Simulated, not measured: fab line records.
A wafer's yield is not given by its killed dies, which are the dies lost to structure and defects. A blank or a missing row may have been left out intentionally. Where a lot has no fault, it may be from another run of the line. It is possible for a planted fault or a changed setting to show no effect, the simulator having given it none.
fab line records	flow sky130
record: lots: 5	wafers: 23
route steps=708 shown METAL1@436 METAL2@485 VIA2@509
start_h: hours from the record's first day to the start of the lot's first wafer shown	wait_h: hours since the lot's step before	" the same as in the row above	L1.1+2: several wafers, shown together as one row	- value missing, or start not given	* or withheld: withheld	< > ~ a bound
route shown NAME@n: a module of which the file shows steps, and the number in the route of the first	usual: the fault-free wafers' mean and standard deviation	same: alike in all rows	chamber/n: place in a boat	sites: readings site by site	_std_site: how widely they spread, as a standard deviation	_edge_site: the outer-site mean with the inner-site mean subtracted	radius_mm: for every site, how far away it sits from the centre of the wafer	mask NAME#n: copy n	behind: the last tool/chamber to shape the wafer	hold: reason for holding the lot/hours on hold/outcome of the hold	device: which transistor (n, p or np) failed to switch	end of line: tests run on the same wafers once the route is complete	a step with no rows: only its recipe	killed: at the first sort, the dies lost to defects and structure; wafer yield is something else	map: the dies of a wafer, with x for killed, . for not killed, _ for no die there
set.NAME: setting as actually run; set.NAME@STEP: the setting as run at that earlier step	model.NAME: the simulator's own value behind a step, which no gauge read
one table per step and one row per wafer, for lots whose settings were changed on purpose
== steps ==
step: SKY_METAL1_SPUTTER_02
recipe: material: AlCu	target_thk_nm: 250	power_w: 10600	time_s: 13.3	chamber_pressure_pa: 0.4
lot.wafer	tool	chamber	start_h	wait_h	set.time_s	model.AlCu_of_METAL1_SPUTTER_02.thk_nm
L076.1	pvd_sputter-02	-	777.06	0.0	13.3	250.4
L076.2+4	"	-	"	"	13.3	252
L076.5	"	-	"	"	14.91	283.7
L076.6	"	-	"	"	14.91	281.3
L079.1	pvd_sputter-02	-	795.92	0.0	13.3	250.5
L079.3	"	-	"	"	13.3	252.2
L079.4	"	-	"	"	13.3	251.4
L079.5	"	-	"	"	13.3	253.4
L079.6	"	-	"	"	13.3	251.5
L080.2	pvd_sputter-02	-	806.41	0.0	13.3	253.2
L080.3	"	-	"	"	13.3	252.9
L080.4	"	-	"	"	11.95	227
L080.5	"	-	"	"	11.95	228.4
L080.6	"	-	"	"	13.3	253.9
L084.3	pvd_sputter-04	-	813.14	0.0	13.3	251.7
L084.4	"	-	"	"	13.3	251.3
L084.6	"	-	"	"	13.3	253.7
L083.1	pvd_sputter-01	-	814.62	0.0	13.3	253
L083.3	"	-	"	"	13.3	247.6
L083.4	"	-	"	"	13.3	250.6
L083.5	"	-	"	"	13.3	254.1
L083.6	"	-	"	"	13.3	251.6
step: SKY_METAL1_SPUTTER_03
recipe: material: Ti	target_thk_nm: 5	power_w: 3000	time_s: 3.3	chamber_pressure_pa: 0.4
step: SKY_METAL1_SPUTTER_04
recipe: material: TiN	target_thk_nm: 70	power_w: 6500	time_s: 58.3	chamber_pressure_pa: 0.4
step: SKY_METAL1_RS_MEAS_05
recipe: thk_meas_gauge: four-point-probe	reads: TiN_of_METAL1_SPUTTER_04+Ti_of_METAL1_SPUTTER_03+AlCu_of_METAL1_SPUTTER_02+TiN_of_METAL1_SPUTTER_01+Ti_of_METAL1_SPUTTER_00
usual: METAL1_ALCU_RS: 0.1258/0.0013
lot.wafer	tool	chamber	start_h	wait_h	set.time_s@METAL1_SPUTTER_02	METAL1_ALCU_RS[ohm/sq]
L076.1	film_metro-04	-	777.15	0.0	13.3	0.1268
L076.2	"	-	"	"	13.3	0.1255
L076.4	"	-	"	"	13.3	0.1259
L076.5	"	-	"	"	14.91	0.1111
L076.6	"	-	"	"	14.91	0.1123
L079.1	film_metro-02	-	796.01	0.0	13.3	0.1263
L079.3	"	-	"	"	13.3	0.1252
L079.4	"	-	"	"	13.3	0.1262
L079.5	"	-	"	"	13.3	0.1251
L079.6	"	-	"	"	13.3	0.1258
L080.2	film_metro-02	-	806.52	0.0	13.3	0.1249
L080.3	"	-	"	"	13.3	0.1252
L080.4	"	-	"	"	11.95	0.1400
L080.5	"	-	"	"	11.95	0.1391
L080.6	"	-	"	"	13.3	0.1246
L084.3	film_metro-02	-	813.27	0.1	13.3	0.1259
L084.4	"	-	"	"	13.3	0.1260
L084.6	"	-	"	"	13.3	0.1247
L083.1	film_metro-02	-	814.71	0.0	13.3	0.1250
L083.3	"	-	"	"	13.3	0.1280
L083.4	"	-	"	"	13.3	0.1264
L083.5	"	-	"	"	13.3	0.1248
L083.6	"	-	"	"	13.3	0.1260
step: SKY_METAL1_THK_MEAS_06
recipe: thk_meas_gauge: xrf	reads: AlCu_of_METAL1_SPUTTER_02
usual: METAL1_ALCU_THK: 255/3
lot.wafer	tool	chamber	start_h	wait_h	set.time_s@METAL1_SPUTTER_02	METAL1_ALCU_THK[nm]
L076.1	film_metro-04	-	777.27	0.1	13.3	256
L076.2	"	-	"	"	13.3	257
L076.4	"	-	"	"	13.3	258
L076.5	"	-	"	"	14.91	290
L076.6	"	-	"	"	14.91	287
L079.1	film_metro-02	-	796.13	0.1	13.3	254
L079.3	"	-	"	"	13.3	257
L079.4	"	-	"	"	13.3	255
L079.5	"	-	"	"	13.3	257
L079.6	"	-	"	"	13.3	255
L080.2	film_metro-02	-	806.63	0.1	13.3	257
L080.3	"	-	"	"	13.3	256
L080.4	"	-	"	"	11.95	230
L080.5	"	-	"	"	11.95	231
L080.6	"	-	"	"	13.3	256
L084.3	film_metro-02	-	813.37	0.1	13.3	255
L084.4	"	-	"	"	13.3	254
L084.6	"	-	"	"	13.3	258
L083.1	film_metro-02	-	814.83	0.1	13.3	255
L083.3	"	-	"	"	13.3	250
L083.4	"	-	"	"	13.3	254
L083.5	"	-	"	"	13.3	256
L083.6	"	-	"	"	13.3	255
step: SKY_METAL2_SPUTTER_02
recipe: material: AlCu	target_thk_nm: 250	power_w: 10600	time_s: 13.3	chamber_pressure_pa: 0.4
lot.wafer	tool	chamber	start_h	wait_h	set.time_s	model.AlCu_of_METAL2_SPUTTER_02.thk_nm
L076.1	pvd_sputter-03	-	832.65	0.0	13.3	251.9
L076.2	"	-	"	"	13.3	250
L076.4	"	-	"	"	13.3	252.7
L076.5	"	-	"	"	13.3	250.2
L076.6	"	-	"	"	13.3	251.7
L079.1	pvd_sputter-01	-	850.80	0.0	14.87	275.6
L079.3	"	-	"	"	13.3	253.7
L079.4	"	-	"	"	13.3	247.7
L079.5	"	-	"	"	13.3	249
L079.6	"	-	"	"	14.87	280.8
L080.2	pvd_sputter-02	-	860.89	0.0	13.3	251.9
L080.3	"	-	"	"	13.3	251.4
L080.4	"	-	"	"	13.95	263.6
L080.5	"	-	"	"	13.3	251.7
L080.6	"	-	"	"	13.95	263.4
L084.3	pvd_sputter-01	-	867.29	0.0	13.3	250.3
L084.4	"	-	"	"	13.3	247.3
L084.6	"	-	"	"	13.3	244.6
L083.1+4	pvd_sputter-01	-	868.85	0.0	13.3	247.5
L083.3	"	-	"	"	14.85	273
L083.5	"	-	"	"	14.85	273.8
L083.6	"	-	"	"	14.85	277.8
step: SKY_METAL2_SPUTTER_03
recipe: material: Ti	target_thk_nm: 5	power_w: 2899	time_s: 3.3	chamber_pressure_pa: 0.4
step: SKY_METAL2_SPUTTER_04
recipe: material: TiN	target_thk_nm: 70	power_w: 6500	time_s: 58.3	chamber_pressure_pa: 0.4
step: SKY_METAL2_RS_MEAS_05
recipe: thk_meas_gauge: four-point-probe	reads: TiN_of_METAL2_SPUTTER_04+Ti_of_METAL2_SPUTTER_03+AlCu_of_METAL2_SPUTTER_02+TiN_of_METAL2_SPUTTER_01+Ti_of_METAL2_SPUTTER_00
usual: METAL2_ALCU_RS: 0.1265/0.0015
lot.wafer	tool	chamber	start_h	wait_h	set.time_s@METAL2_SPUTTER_02	METAL2_ALCU_RS[ohm/sq]
L076.1	film_metro-03	-	832.74	0.0	13.3	0.1257
L076.2	"	-	"	"	13.3	0.1267
L076.4	"	-	"	"	13.3	0.1252
L076.5	"	-	"	"	13.3	0.1267
L076.6	"	-	"	"	13.3	0.1260
L079.1	film_metro-03	-	850.89	0.0	14.87	0.1145
L079.3	"	-	"	"	13.3	0.1250
L079.4	"	-	"	"	13.3	0.1280
L079.5	"	-	"	"	13.3	0.1271
L079.6	"	-	"	"	14.87	0.1123
L080.2	film_metro-01	-	861.01	0.0	13.3	0.1261
L080.3	"	-	"	"	13.3	0.1261
L080.4	"	-	"	"	13.95	0.1201
L080.5	"	-	"	"	13.3	0.1260
L080.6	"	-	"	"	13.95	0.1204
L084.3	film_metro-01	-	867.43	0.1	13.3	0.1267
L084.4	"	-	"	"	13.3	0.1283
L084.6	"	-	"	"	13.3	0.1296
L083.1	film_metro-01	-	868.94	0.0	13.3	0.1284
L083.3	"	-	"	"	14.85	0.1158
L083.4	"	-	"	"	13.3	0.1282
L083.5	"	-	"	"	14.85	0.1156
L083.6	"	-	"	"	14.85	0.1138
step: SKY_METAL2_THK_MEAS_06
recipe: thk_meas_gauge: xrf	reads: AlCu_of_METAL2_SPUTTER_02
usual: METAL2_ALCU_THK: 253/3.4
lot.wafer	tool	chamber	start_h	wait_h	set.time_s@METAL2_SPUTTER_02	METAL2_ALCU_THK[nm]
L076.1	film_metro-03	-	832.86	0.1	13.3	254
L076.2	"	-	"	"	13.3	255
L076.4	"	-	"	"	13.3	257
L076.5	"	-	"	"	13.3	254
L076.6	"	-	"	"	13.3	255
L079.1	film_metro-03	-	851.01	0.1	14.87	280
L079.3	"	-	"	"	13.3	256
L079.4	"	-	"	"	13.3	251
L079.5	"	-	"	"	13.3	253
L079.6	"	-	"	"	14.87	285
L080.2	film_metro-01	-	861.12	0.1	13.3	254
L080.3	"	-	"	"	13.3	256
L080.4	"	-	"	"	13.95	268
L080.5	"	-	"	"	13.3	258
L080.6	"	-	"	"	13.95	267
L084.3	film_metro-01	-	867.53	0.1	13.3	250
L084.4	"	-	"	"	13.3	248
L084.6	"	-	"	"	13.3	247
L083.1	film_metro-01	-	869.06	0.1	13.3	249
L083.3	"	-	"	"	14.85	274
L083.4	"	-	"	"	13.3	248
L083.5	"	-	"	"	14.85	274
L083.6	"	-	"	"	14.85	281
step: SKY_METAL2_COAT_09
recipe: resist: BARC	temp_c: withheld	time_s: withheld	spin_rpm: 3000	resist_thk_nm: 60
lot.wafer	tool	chamber	start_h	wait_h	set.spin_rpm
L076.1+5	litho_track-03	0	844.43	0.1	3000
L076.2+4+6	"	0	"	"	2831
L079.1+3	litho_track-04	0	862.91	0.1	3205
L079.4+5+6	"	0	"	"	3000
L080.2+4+6	litho_track-04	0	872.43	0.1	3000
L080.3+5	"	0	"	"	3152
L084.3+4+6	litho_track-01	0	880.69	0.1	3000
L083.1+4+5	litho_track-03	0	882.18	0.1	3000
L083.3+6	"	0	"	"	2842
step: SKY_METAL2_COAT_10
recipe: resist: KrF-thick	spin_rpm: 3000	resist_thk_nm: 450
step: SKY_METAL2_SOFTBAKE_11
recipe: temp_c: 100	time_s: 90	resist: KrF-thick
step: SKY_METAL2_DESCUM_17
recipe: chemistry: O2	source_power_w: 150	bias_power_w: 0	pressure_mtorr: 10	temp_c: 40	time_s: 8
step: SKY_METAL2_ETCH_18
recipe: chemistry: N2/H2	target: BARC	ion_energy_ev: 200	bias_w: 100	pressure_mtorr: 30	n2_flow_sccm: 100	h2_flow_sccm: 200	icp_w: 500	stop_on: SiO2	time_s: 45.9	target_depth_a: 600
lot.wafer	tool	chamber	start_h	wait_h	set.spin_rpm@METAL2_COAT_09	model.etch.depth_nm
L076.1	rie_metal-03	0	858.52	0.1	3000	60.2
L076.2	"	0	"	"	2831	61.89
L076.4	"	0	"	"	2831	61.92
L076.5	"	0	"	"	3000	-
L076.6	"	0	"	"	2831	-
L079.1	rie_metal-04	1	875.96	0.0	3205	-
L079.3	"	0	"	"	3205	58.23
L079.4	"	1	"	"	3000	60.14
L079.5	"	0	"	"	3000	59.98
L079.6	"	1	"	"	3000	-
L080.2+4+6	rie_metal-04	0	886.49	0.0	3000	-
L080.3	"	1	"	"	3152	58.47
L080.5	"	1	"	"	3152	-
L084.3	rie_metal-03	1	892.90	0.0	3000	60.35
L084.4	"	0	"	"	3000	60.1
L084.6	"	1	"	"	3000	60.2
L083.1+4+5	rie_metal-04	1	894.64	0.0	3000	-
L083.3+6	"	0	"	"	2842	-
step: SKY_VIA2_CMP_02
recipe: material: SiO2	down_force_psi: 4	platen_rpm: 60	pad_velocity_m_s: 0.94248
lot.wafer	tool	chamber	start_h	wait_h	set.leave_above_ref_nm	model.SiO2_of_VIA2_HDPCVD_00.thk_nm
L076.2	cmp-02	2	859.61	0.0	495	493
L076.4	"	3	"	"	480.7	480.9
L076.1	"	0	"	"	495	498.7
L076.6	"	2	"	"	480.7	478.8
L076.5	"	3	"	"	495	495.1
L079.3	cmp-02	1	876.95	0.0	521.1	522.7
L079.1	"	2	"	"	495	494.1
L079.4	"	0	"	"	495	496.6
L079.6	"	1	"	"	521.1	523.2
L079.5	"	2	"	"	495	493.7
L080.4	cmp-02	1	887.46	0.0	462.9	465.6
L080.3	"	2	"	"	462.9	462.6
L080.2	"	0	"	"	495	495.6
L080.6	"	1	"	"	462.9	465.5
L080.5	"	2	"	"	495	493.5
L084.3	cmp-02	1	893.88	0.0	495	497.7
L084.4	"	0	"	"	495	496.7
L084.6	"	2	"	"	495	492.7
L083.4	cmp-02	1	895.64	0.0	495	497.3
L083.3	"	2	"	"	495	493.5
L083.1	"	0	"	"	459.8	461
L083.6	"	1	"	"	459.8	463.8
L083.5	"	2	"	"	459.8	458.5
step: SKY_VIA2_COAT_07
recipe: resist: KrF-thick	spin_rpm: 3000	resist_thk_nm: 450
lot.wafer	tool	chamber	start_h	wait_h	set.resist_thk_nm	model.KrF-thick_of_VIA2_COAT_07.thk_nm
L076.1+5	litho_track-04	0	-	-	450	449
L076.2	"	0	"	"	450	449.2
L076.4	"	0	"	"	450	450
L076.6	"	0	"	"	450	449.8
L079.1	litho_track-04	0	-	-	450	450.4
L079.3	"	0	"	"	428.7	427.2
L079.4	"	0	"	"	450	448.2
L079.5	"	0	"	"	428.7	428.1
L079.6	"	0	"	"	428.7	427.8
L080.2+6	litho_track-04	0	-	-	450	448.4
L080.3	"	0	"	"	476.4	474.9
L080.4	"	0	"	"	476.4	474.5
L080.5	"	0	"	"	476.4	475.3
L084.3	litho_track-04	0	-	-	450	449.2
L084.4	"	0	"	"	450	449.7
L084.6	"	0	"	"	450	449
L083.1	litho_track-02	0	-	-	450	448.4
L083.3	"	0	"	"	465.4	463.6
L083.4	"	0	"	"	465.4	464.9
L083.5	"	0	"	"	450	449.7
L083.6	"	0	"	"	465.4	463.7
step: SKY_VIA2_SOFTBAKE_08
recipe: temp_c: 100	time_s: 90	resist: KrF-thick
step: SKY_VIA2_EXPOSE_09
recipe: mask_id: VIM2	na: 0.8	source_shape: annular	sigma_inner: 0.55	sigma_outer: 0.85	target_cd_nm: 200	dose_mj: 38
step: SKY_VIA2_ETCH_14
recipe: chemistry: N2/H2	target: BARC	ion_energy_ev: 200	source_w: 500	bias_w: 100	pressure_mtorr: 30	n2_flow_sccm: 100	h2_flow_sccm: 200	stop_on: SiO2	time_s: 45.9	target_depth_a: 600
lot.wafer	tool	chamber	start_h	wait_h	set.resist_thk_nm@VIA2_COAT_07	model.KrF-thick_of_VIA2_COAT_07.thk_nm
L076.1	rie_diel-02	3	885.84	0.0	450	390.8
L076.2	"	0	"	"	450	391.9
L076.4	"	2	"	"	450	392.7
L076.5	"	0	"	"	450	391.4
L076.6	"	3	"	"	450	391.2
L079.1	rie_diel-03	3	902.66	0.0	450	392.7
L079.3	"	2	"	"	428.7	370.3
L079.4	"	0	"	"	450	390.4
L079.5	"	3	"	"	428.7	370.8
L079.6	"	2	"	"	428.7	371.1
L080.2	rie_diel-02	0	912.74	0.0	450	391.1
L080.3	"	3	"	"	476.4	416.7
L080.4	"	1	"	"	476.4	417
L080.5	"	3	"	"	476.4	417.4
L080.6	"	0	"	"	450	391.2
L084.3+6	rie_diel-02	3	919.21	0.0	450	390.1
L084.4	"	2	"	"	450	391.5
L083.1	rie_diel-03	1	921.44	0.0	450	391.1
L083.3	"	2	"	"	465.4	406.2
L083.4	"	0	"	"	465.4	407
L083.5	"	2	"	"	450	391.9
L083.6	"	1	"	"	465.4	406.1
step: SKY_VIA2_ETCH_15
recipe: target: SiO2	chemistry: C4F8/O2/Ar	target_depth_nm: 546	stop_on: TiN	mask_material: KrF-thick	source_w: 1500	bias_w: 1200	pressure_mtorr: 40	c4f8_flow_sccm: withheld	O2_flow_sccm: 6	Ar_flow_sccm: 300	time_s: 84
usual: oes_product_au: 0.941/0.0054
lot.wafer	tool	chamber	start_h	wait_h	set.leave_above_ref_nm@VIA2_CMP_02	set.resist_thk_nm@VIA2_COAT_07	oes_product_au	model.VIA2.feature_depth_nm	model.KrF-thick_of_VIA2_COAT_07.thk_nm	model.etch.depth_nm
L076.1	rie_diel-02	3	885.89	0.0	495	450	0.949	498.7	278.9	498.7
L076.2	"	0	"	"	495	450	0.937	493	283.1	493
L076.4	"	2	"	"	480.7	450	0.927	480.9	283.2	480.9
L076.5	"	0	"	"	495	450	0.937	495.1	281.5	-
L076.6	"	3	"	"	480.7	450	0.920	478.8	278.7	-
L079.1	rie_diel-03	3	902.70	0.0	495	450	0.933	494.1	283	-
L079.3	"	2	"	"	521.1	428.7	0.968	522.7	261	522.7
L079.4	"	0	"	"	495	450	0.942	496.6	278.5	496.6
L079.5	"	3	"	"	495	428.7	0.937	493.7	261	493.7
L079.6	"	2	"	"	521.1	428.7	0.973	523.2	262	-
L080.2	rie_diel-02	0	912.79	0.0	495	450	0.944	495.6	282.7	-
L080.3	"	3	"	"	462.9	476.4	0.897	462.6	306.3	462.6
L080.4	"	1	"	"	462.9	476.4	0.901	465.6	308.9	-
L080.5	"	3	"	"	495	476.4	0.938	493.5	306.3	-
L080.6	"	0	"	"	462.9	450	0.905	465.5	283.2	-
L084.3	rie_diel-02	3	919.25	0.0	495	450	0.948	497.7	277.6	497.7
L084.4	"	2	"	"	495	450	0.940	496.7	281.6	496.7
L084.6	"	3	"	"	495	450	0.947	492.7	277.6	492.7
L083.1	rie_diel-03	1	921.48	0.0	459.8	450	0.906	461	282.6	-
L083.3	"	2	"	"	495	465.4	0.934	493.5	297.4	-
L083.4	"	0	"	"	495	465.4	0.947	497.3	296.7	-
L083.5	"	2	"	"	459.8	450	0.905	458.5	283.7	-
L083.6	"	1	"	"	459.8	465.4	0.897	463.8	297.8	-
step: SKY_VIA2_STRIP_16
recipe: chemistry: O2/N2	power_w: 1400	pressure_mtorr: 1500	platen_temp_c: withheld	o2_flow_sccm: 3000	n2_flow_sccm: 300	overash_fraction: 0.5
usual: strip_time_to_endpoint_s: 4.035/0.028
lot.wafer	tool	chamber	start_h	wait_h	set.resist_thk_nm@VIA2_COAT_07	strip_time_to_endpoint_s
L076.1	plasma_asher-04	0	885.95	0.0	450	3.981
L076.2	"	1	"	"	450	4.031
L076.4	"	0	"	"	450	4.037
L076.5	"	1	"	"	450	4.042
L076.6	"	0	"	"	450	3.996
L079.1	plasma_asher-02	0	902.77	0.0	450	4.037
L079.3	"	0	"	"	428.7	3.804
L079.4	"	1	"	"	450	3.989
L079.5	"	1	"	"	428.7	3.803
L079.6	"	0	"	"	428.7	3.814
L080.2	plasma_asher-02	0	912.85	0.0	450	4.051
L080.3	"	0	"	"	476.4	4.281
L080.4	"	1	"	"	476.4	4.334
L080.5	"	0	"	"	476.4	4.281
L080.6	"	1	"	"	450	4.044
L084.3	plasma_asher-04	0	919.35	0.1	450	3.985
L084.4	"	1	"	"	450	4.010
L084.6	"	0	"	"	450	3.982
L083.1	plasma_asher-04	1	921.54	0.0	450	4.036
L083.3	"	1	"	"	465.4	4.200
L083.4	"	0	"	"	465.4	4.185
L083.5	"	1	"	"	450	4.063
L083.6	"	0	"	"	465.4	4.206
== key ==
split: step: SKY_METAL1_SPUTTER_02	setting: time_s	stated: 13.3	by: wafer
response: step: SKY_METAL1_SPUTTER_02	reading: model.AlCu_of_METAL1_SPUTTER_02.thk_nm	change: +2.55	per: 1%	r: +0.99
response: step: SKY_METAL1_RS_MEAS_05	reading: METAL1_ALCU_RS	change: -0.00129	per: 1%	r: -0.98
response: step: SKY_METAL1_THK_MEAS_06	reading: METAL1_ALCU_THK	change: +2.57	per: 1%	r: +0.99
split: step: SKY_METAL2_SPUTTER_02	setting: time_s	stated: 13.3	by: wafer
response: step: SKY_METAL2_SPUTTER_02	reading: model.AlCu_of_METAL2_SPUTTER_02.thk_nm	change: +2.37	per: 1%	r: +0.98
response: step: SKY_METAL2_RS_MEAS_05	reading: METAL2_ALCU_RS	change: -0.00114	per: 1%	r: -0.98
response: step: SKY_METAL2_THK_MEAS_06	reading: METAL2_ALCU_THK	change: +2.44	per: 1%	r: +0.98
split: step: SKY_METAL2_COAT_09	setting: spin_rpm	stated: 3000	by: wafer
response: step: SKY_METAL2_ETCH_18	reading: model.etch.depth_nm	change: -0.282	per: 1%	r: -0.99
split: step: SKY_VIA2_CMP_02	setting: leave_above_ref_nm	stated: 495	by: wafer
response: step: SKY_VIA2_CMP_02	reading: model.SiO2_of_VIA2_HDPCVD_00.thk_nm	change: +4.91	per: 1%	r: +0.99
response: step: SKY_VIA2_ETCH_15	reading: oes_product_au	change: +0.00587	per: 1%	r: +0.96
response: step: SKY_VIA2_ETCH_15	reading: model.VIA2.feature_depth_nm	change: +4.91	per: 1%	r: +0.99
response: step: SKY_VIA2_ETCH_15	reading: model.etch.depth_nm	change: +5.21	per: 1%	r: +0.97
split: step: SKY_VIA2_COAT_07	setting: resist_thk_nm	stated: 450	by: wafer
response: step: SKY_VIA2_COAT_07	reading: model.KrF-thick_of_VIA2_COAT_07.thk_nm	change: +4.51	per: 1%	r: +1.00
response: step: SKY_VIA2_ETCH_14	reading: model.KrF-thick_of_VIA2_COAT_07.thk_nm	change: +4.4	per: 1%	r: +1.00
response: step: SKY_VIA2_ETCH_15	reading: model.KrF-thick_of_VIA2_COAT_07.thk_nm	change: +4.12	per: 1%	r: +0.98
response: step: SKY_VIA2_STRIP_16	reading: strip_time_to_endpoint_s	change: *	per: 1%	r: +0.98
